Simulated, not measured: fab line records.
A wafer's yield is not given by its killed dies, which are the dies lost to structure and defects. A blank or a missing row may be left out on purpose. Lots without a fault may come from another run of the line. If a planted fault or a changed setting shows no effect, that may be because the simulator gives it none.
The same fault as seen by 2 desks || flow gf180mcu || each desk holds nothing but its own numbers, with what lay behind them at the end

## THE TOOL OWNER'S DESK: rie-metal-02
The tool's own readings at GF_MIM_METAL_ETCH_19 (etches the open film in Cl2/BCl3, stops on Si3N4, target depth 324.5 nm, time 54.1 s): means of the sampled wafers that have a number, for each lot that ran on this tool. If a lot's mean is further than 4 standard deviations from the usual mean, the lot is out of limits and carries the mark OUT (the distance appears in the brackets).
Columns: A = bias-w at GF_MIM_METAL_ETCH_19, usual 140.0 W; B = drypump-motor-current-A at GF_MIM_METAL_ETCH_19, usual 5.5 A; C = oes-product-au at GF_MIM_METAL_ETCH_19, usual 0.943 a.u.; D = rf-fwd-power-W at GF_MIM_METAL_ETCH_19, usual 793 W; E = throttle-valve-pct at GF_MIM_METAL_ETCH_19, usual 28.280 %
{"lot": "L327", "first seen here": "day 27 09:46", "A": 140.1, "B": 5.3, "C": 0.951, "D": 792, "E": 28.277}
{"lot": "L328", "first seen here": "day 27 17:07", "A": 139.7, "B": 5.3, "C": 0.953, "D": 798, "E": 28.282}
{"lot": "L341", "first seen here": "day 31 04:03", "A": 139.5, "B": 5.8, "C": 0.936, "D": "917 (+33) OUT", "E": 28.281}
{"lot": "L342", "first seen here": "day 31 14:10", "A": 139.9, "B": 5.8, "C": 0.951, "D": "923 (+34) OUT", "E": 28.269}
This desk finds L341, L342 out of limits, L341 being first, at day 31 04:03 (rf-fwd-power-W at GF_MIM_METAL_ETCH_19). L327, L328: within limits.

## THE METROLOGY DESK
What the gauges read, lot by lot, whatever tool the lot ran on: means of the sampled wafers that have a number. If a lot's mean is further than 4 standard deviations from the usual mean, the lot is out of limits and carries the mark OUT (the distance appears in the brackets).
Columns: A = V4_W_RS at GF_V4_RS_MEAS_24, usual 0.327 ohm/sq
{"lot": "L323", "first seen here": "day 24 19:11", "A": 0.330}
{"lot": "L324", "first seen here": "day 25 09:23", "A": 0.320}
{"lot": "L326", "first seen here": "day 26 03:05", "A": 0.330}
{"lot": "L327", "first seen here": "day 26 12:03", "A": 0.323}
{"lot": "L328", "first seen here": "day 26 20:03", "A": 0.327}
{"lot": "L330", "first seen here": "day 27 03:53", "A": 0.325}
{"lot": "L331", "first seen here": "day 27 15:57", "A": 0.324}
{"lot": "L332", "first seen here": "day 27 21:58", "A": 0.327}
{"lot": "L335", "first seen here": "day 28 20:02", "A": 0.329}
{"lot": "L341", "first seen here": "day 30 08:32", "A": 0.327}
{"lot": "L342", "first seen here": "day 30 19:22", "A": 0.327}
This desk's verdict: no lot among the 11 shows anything out of limits.

## ALL TOGETHER
The tool owner's desk had the chance to raise an alarm at day 31 04:03 on L341, L342.
Metrology desk: nothing out of limits seen.
The metrology desk holds a record of L341, L342, inside its limits.
Every lot named ran GF_MIM_METAL_ETCH_19 on rie-metal-02.

## WHAT THE SIMULATOR HAD INSERTED
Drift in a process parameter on rie-metal-02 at GF_MIM_METAL_ETCH_19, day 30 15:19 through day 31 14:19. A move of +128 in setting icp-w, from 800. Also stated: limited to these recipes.
Struck lots among those shown: L341, L342.
Hours from the fault's start to each desk's first reading out of limits: the tool owner's desk, 13.
